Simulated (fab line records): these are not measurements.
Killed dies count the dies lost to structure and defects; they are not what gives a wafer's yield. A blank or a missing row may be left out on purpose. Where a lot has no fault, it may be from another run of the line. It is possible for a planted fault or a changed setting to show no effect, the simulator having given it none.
Which of the tools did it? :: flow gf180mcu :: 14 lots, 42 wafers sampled, at 5 steps of a route of 602

## WHAT EACH GAUGE READ, for each wafer
GF_HV_LDD_OVL_MEAS_08. Usual: HV_LDD_OVL -0.3 nm, standard deviation 1.5.
lot: L441
measured: day 9 20:58
on: overlay-01
HV_LDD_OVL (nm): -0.4 -2.5 -3.8
flag: 

lot: L442
measured: day 10 11:36
on: overlay-02
HV_LDD_OVL (nm): 0.6 0.7 1.5
flag: 

lot: L443
measured: day 10 17:10
on: overlay-02
HV_LDD_OVL (nm): -2.3 -1.0 -1.1
flag: 

lot: L445
measured: day 11 07:41
on: overlay-01
HV_LDD_OVL (nm): -0.2 -2.2 0.1
flag: 

lot: L449
measured: day 12 10:55
on: overlay-02
HV_LDD_OVL (nm): 2.0 3.0 3.0
flag: 

lot: L453
measured: day 13 16:24
on: overlay-02
HV_LDD_OVL (nm): -0.7 0.5 0.8
flag: 

lot: L454
measured: day 13 23:28
on: overlay-02
HV_LDD_OVL (nm): -1.6 -0.9 -0.5
flag: 

lot: L455
measured: day 14 07:01
on: overlay-01
HV_LDD_OVL (nm): 0.8 -2.2 -1.3
flag: 

lot: L456
measured: day 14 13:43
on: overlay-02
HV_LDD_OVL (nm): 0.6 -0.3 -0.6
flag: 

lot: L458
measured: day 15 07:29
on: overlay-01
HV_LDD_OVL (nm): 0.0 1.1 -2.0
flag: 

lot: L459
measured: day 15 17:49
on: overlay-01
HV_LDD_OVL (nm): -0.6 -1.2 -0.4
flag: 

lot: L461
measured: day 16 06:10
on: overlay-01
HV_LDD_OVL (nm): -1.3 -1.9 -2.4
flag: 

lot: L463
measured: day 16 16:08
on: overlay-01
HV_LDD_OVL (nm): -0.5 -0.2 1.2
flag: 

lot: L464
measured: day 17 04:09
on: overlay-01
HV_LDD_OVL (nm): -0.7 -1.0 -0.4
flag: 

GF_PSD_CD_MEAS_07: target cd 400 nm. Usual: cd-nm 399.5 nm, standard deviation 2.4.
lot: L441
measured: day 14 01:23
on: cd-sem-02
cd-nm (nm): 397.1 397.6 399.0
flag: 

lot: L442
measured: day 15 00:57
on: cd-sem-01
cd-nm (nm): 393.6 393.6 395.1
flag: 

lot: L443
measured: day 14 23:49
on: cd-sem-01
cd-nm (nm): 397.3 398.0 396.5
flag: 

lot: L445
measured: day 15 18:31
on: cd-sem-02
cd-nm (nm): 397.7 395.6 397.2
flag: 

lot: L449
measured: day 17 00:29
on: cd-sem-02
cd-nm (nm): 397.3 399.2 399.6
flag: 

lot: L453
measured: day 18 11:07
on: cd-sem-02
cd-nm (nm): 400.9 400.7 402.9
flag: 

lot: L454
measured: day 18 17:35
on: cd-sem-01
cd-nm (nm): 400.9 399.9 399.0
flag: 

lot: L455
measured: day 19 03:15
on: cd-sem-02
cd-nm (nm): 400.8 401.5 396.5
flag: 

lot: L456
measured: day 19 12:22
on: cd-sem-01
cd-nm (nm): 398.7 402.5 401.4
flag: 

lot: L458
measured: day 20 06:32
on: cd-sem-02
cd-nm (nm): 399.7 401.0 399.4
flag: 

lot: L459
measured: day 20 18:25
on: cd-sem-02
cd-nm (nm): 399.3 399.7 397.9
flag: 

lot: L461
measured: day 21 09:38
on: cd-sem-01
cd-nm (nm): 398.1 396.6 397.7
flag: 

lot: L463
measured: day 21 16:50
on: cd-sem-01
cd-nm (nm): 398.6 399.6 398.1
flag: 

lot: L464
measured: day 22 06:53
on: cd-sem-01
cd-nm (nm): 402.2 401.4 404.3
flag: 

GF_PSD_OVL_MEAS_08. Usual: PSD_OVL -0.7 nm, standard deviation 1.7.
lot: L441
measured: day 14 01:31
on: overlay-02
PSD_OVL (nm): -0.9 -1.9 -4.0
flag: 

lot: L442
measured: day 15 01:02
on: overlay-02
PSD_OVL (nm): -1.1 -1.6 -0.5
flag: 

lot: L443
measured: day 14 23:55
on: overlay-02
PSD_OVL (nm): 0.9 1.4 1.7
flag: 

lot: L445
measured: day 15 18:37
on: overlay-01
PSD_OVL (nm): -3.3 -1.7 -2.5
flag: 

lot: L449
measured: day 17 00:37
on: overlay-02
PSD_OVL (nm): 0.3 -1.2 -0.8
flag: 

lot: L453
measured: day 18 11:14
on: overlay-01
PSD_OVL (nm): -0.5 -3.0 -0.8
flag: 

lot: L454
measured: day 18 17:41
on: overlay-02
PSD_OVL (nm): -2.2 -0.8 1.2
flag: 

lot: L455
measured: day 19 03:20
on: overlay-01
PSD_OVL (nm): -0.2 1.6 -0.6
flag: 

lot: L456
measured: day 19 12:29
on: overlay-02
PSD_OVL (nm): -1.3 -0.6 -1.4
flag: 

lot: L458
measured: day 20 06:38
on: overlay-02
PSD_OVL (nm): 0.3 -1.1 0.2
flag: 

lot: L459
measured: day 20 18:31
on: overlay-01
PSD_OVL (nm): -2.9 -2.4 -1.6
flag: 

lot: L461
measured: day 21 09:45
on: overlay-01
PSD_OVL (nm): -1.0 -1.3 0.2
flag: 

lot: L463
measured: day 21 16:58
on: overlay-01
PSD_OVL (nm): -3.7 -2.9 -1.1
flag: 

lot: L464
measured: day 22 06:58
on: overlay-02
PSD_OVL (nm): -1.8 -1.9 -2.2
flag: 

GF_SAB_CD_MEAS_09: target cd 420 nm. Usual: cd-nm 419.7 nm, standard deviation 2.2.
lot: L441
measured: day 14 22:43
on: cd-sem-01
cd-nm (nm): 417.8 419.2 420.6
flag: 

lot: L442
measured: day 15 22:48
on: cd-sem-02
cd-nm (nm): 418.8 417.3 418.2
flag: 

lot: L443
measured: day 15 22:14
on: cd-sem-01
cd-nm (nm): 418.8 421.1 420.1
flag: 

lot: L445
measured: day 16 16:51
on: cd-sem-01
cd-nm (nm): 418.7 420.2 420.5
flag: 

lot: L449
measured: day 18 00:41
on: cd-sem-01
cd-nm (nm): 415.2 416.8 414.7
flag: 

lot: L453
measured: day 19 12:17
on: cd-sem-02
cd-nm (nm): 421.0 421.3 424.0
flag: 

lot: L454
measured: day 19 19:09
on: cd-sem-01
cd-nm (nm): 413.1 413.3 412.1
flag: OFF

lot: L455
measured: day 20 04:11
on: cd-sem-01
cd-nm (nm): 408.2 410.1 408.1
flag: OFF

lot: L456
measured: day 20 12:46
on: cd-sem-01
cd-nm (nm): 422.3 421.1 420.7
flag: 

lot: L458
measured: day 21 07:05
on: cd-sem-02
cd-nm (nm): 419.4 419.7 420.6
flag: 

lot: L459
measured: day 21 18:30
on: cd-sem-02
cd-nm (nm): 420.7 420.1 420.4
flag: 

lot: L461
measured: day 22 09:28
on: cd-sem-01
cd-nm (nm): 417.1 419.2 418.0
flag: 

lot: L463
measured: day 22 16:16
on: cd-sem-01
cd-nm (nm): 420.3 419.6 419.0
flag: 

lot: L464
measured: day 23 06:27
on: cd-sem-01
cd-nm (nm): 418.4 418.5 418.5
flag: 

## EACH LOT AND THE TOOL THAT RAN IT (in order: tool; ch and the chambers of the sampled wafers; start)
lot: L441
GF_SAB_DEVELOP_08: litho-track-02 ch 0, day 14 22:34

lot: L442
GF_SAB_DEVELOP_08: litho-track-03 ch 0, day 15 22:40

lot: L443
GF_SAB_DEVELOP_08: litho-track-02 ch 0, day 15 22:05

lot: L445
GF_SAB_DEVELOP_08: litho-track-04 ch 0, day 16 16:42

lot: L449
GF_SAB_DEVELOP_08: litho-track-04 ch 0, day 18 00:29

lot: L453
GF_SAB_DEVELOP_08: litho-track-04 ch 0, day 19 12:08

lot: L454
GF_SAB_DEVELOP_08: litho-track-04 ch 0, day 19 19:00

lot: L455
GF_SAB_DEVELOP_08: litho-track-04 ch 0, day 20 04:03

lot: L456
GF_SAB_DEVELOP_08: litho-track-03 ch 0, day 20 12:37

lot: L458
GF_SAB_DEVELOP_08: litho-track-03 ch 0, day 21 06:56

lot: L459
GF_SAB_DEVELOP_08: litho-track-03 ch 0, day 21 18:22

lot: L461
GF_SAB_DEVELOP_08: litho-track-02 ch 0, day 22 09:19

lot: L463
GF_SAB_DEVELOP_08: litho-track-03 ch 0, day 22 16:07

lot: L464
GF_SAB_DEVELOP_08: litho-track-02 ch 0, day 23 06:19
- GF_SAB_DEVELOP_08: develop time 60 s.

## WHAT THE TOOLS THEMSELVES READ (means of the sampled wafers that have a number; where no wafer has one, the mark that the record gives instead)
GF_SAB_DEVELOP_08. Usual: developer-temp-C 23.00 C, standard deviation 0.11; resist-line-temp-C 22.97 C, standard deviation 0.11.
lot: L441
tool: litho-track-02
developer-temp-C (C): 23.01
resist-line-temp-C (C): 22.89
flag: 

lot: L442
tool: litho-track-03
developer-temp-C (C): 22.99
resist-line-temp-C (C): 23.00
flag: 

lot: L443
tool: litho-track-02
developer-temp-C (C): 22.97
resist-line-temp-C (C): 23.00
flag: 

lot: L445
tool: litho-track-04
developer-temp-C (C): 23.11
resist-line-temp-C (C): 22.99
flag: 

lot: L449
tool: litho-track-04
developer-temp-C (C): 22.98
resist-line-temp-C (C): 23.04
flag: 

lot: L453
tool: litho-track-04
developer-temp-C (C): 22.87
resist-line-temp-C (C): 22.96
flag: 

lot: L454
tool: litho-track-04
developer-temp-C (C): 20.64
resist-line-temp-C (C): 23.01
flag: OFF

lot: L455
tool: litho-track-04
developer-temp-C (C): 20.87
resist-line-temp-C (C): 22.98
flag: OFF

lot: L456
tool: litho-track-03
developer-temp-C (C): 23.19
resist-line-temp-C (C): 23.04
flag: 

lot: L458
tool: litho-track-03
developer-temp-C (C): 23.00
resist-line-temp-C (C): 22.93
flag: 

lot: L459
tool: litho-track-03
developer-temp-C (C): 22.99
resist-line-temp-C (C): 22.90
flag: 

lot: L461
tool: litho-track-02
developer-temp-C (C): 22.94
resist-line-temp-C (C): 23.07
flag: 

lot: L463
tool: litho-track-03
developer-temp-C (C): 23.01
resist-line-temp-C (C): 23.09
flag: 

lot: L464
tool: litho-track-02
developer-temp-C (C): 23.12
resist-line-temp-C (C): 22.81
flag: 

## THE ANSWER, worked out from the rows above alone
Rule: a lot counts as off when the mean over its wafers that have a number is more than 3 standard deviations away from the usual mean. A lot without any number at a reading at which 4 lots or more have one is off too. All remaining lots with rows at the step are treated as sound. After the gauges, taken in route order, come the tools' own readings; for these a lot's mean is taken, as printed above. At the first step where some lot is off, the reading lying furthest off is the one used; lots without a number count as furthest.
Off, at GF_SAB_CD_MEAS_09 on cd-nm: L454, L455.
A tool fits if, at a process step before that reading, it ran every lot that is off, and no sound lot after the first of them. The gauges at GF_SAB_CD_MEAS_09 aren't tried: what is off there is off at GF_SAB_DEVELOP_08 too, on other tools, and a gauge's error can't cause that. One fits: litho-track-04 at GF_SAB_DEVELOP_08. Its last sound lot is L453 (day 19 12:08), its first lot that is off L454 (day 19 19:00): a fault that began between those two fits.
On the lots that are off, the tool's own readings at GF_SAB_DEVELOP_08 differ by more than 5 times the standard deviation of the sound lots' means, which bears it out; developer-temp-C reads 20.76 C there versus 23.02 C on the sound lots.

## WHAT HAD BEEN PUT IN BY THE SIMULATOR
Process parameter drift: litho-track-04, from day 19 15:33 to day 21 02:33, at GF_SAB_DEVELOP_08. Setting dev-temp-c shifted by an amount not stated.
Lots struck among those shown: L454, L455. The rule given above showed the same thing.
